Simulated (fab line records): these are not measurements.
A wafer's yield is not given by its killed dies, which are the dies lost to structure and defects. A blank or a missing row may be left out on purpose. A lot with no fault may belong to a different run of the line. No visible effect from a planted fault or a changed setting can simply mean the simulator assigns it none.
Matching of chambers    flow sky130    cmp-02 running SKY_CONTACT_CMP_04: 3 sister chambers
The step polishes SiO2. 6 wafers are shown with their chamber, then 5 later ones without.

== WAFERS PAIRED WITH THEIR CHAMBERS ==
wafer   chamber  motor-current-A (A)  head-pressure-psi (psi)
L308.3  1        14.0                 3.996
L309.4  1        13.2                 4.004
L309.5  3        11.8                 4.010
L309.6  2        12.3                 3.997
L313.1  2        11.2                 3.999
L313.5  3        11.7                 4.009

== WAFERS WITHOUT THEIR CHAMBER ==
wafer   motor-current-A (A)  head-pressure-psi (psi)
L316.2  11.6                 4.008
L316.5  14.3                 3.991
L315.3  13.3                 3.997
L315.5  12.1                 4.009
L315.6  13.3                 4.005

== EACH ONE'S CHAMBER ==
wafer    from the rows above            in truth
L316.2   3                              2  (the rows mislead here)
L316.5   1                              1
L315.3   can't be placed: 1 or 2        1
L315.5   3                              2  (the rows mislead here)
L315.6   can't be placed: 1 or 3 or 2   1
Correctly placed: 1 of 5. Can't be placed from these rows: 2 (the true chamber is among the candidates in 2). Number placed wrongly: 2.
How it was worked out, from the rows above alone: a wafer's distance from a chamber is the root of the sum, over the readings, of the square of ((its reading less the chamber's mean) divided by the reading's scatter). The wafer belongs to the nearest chamber; if the next one is less than 2 further off, it can't be placed. The mean given for a chamber averages the wafers shown for that chamber. The scatter: take each reading less its chamber's mean, square it, sum over the shown wafers, divide by the number of wafers less the number of chambers, and take the root.
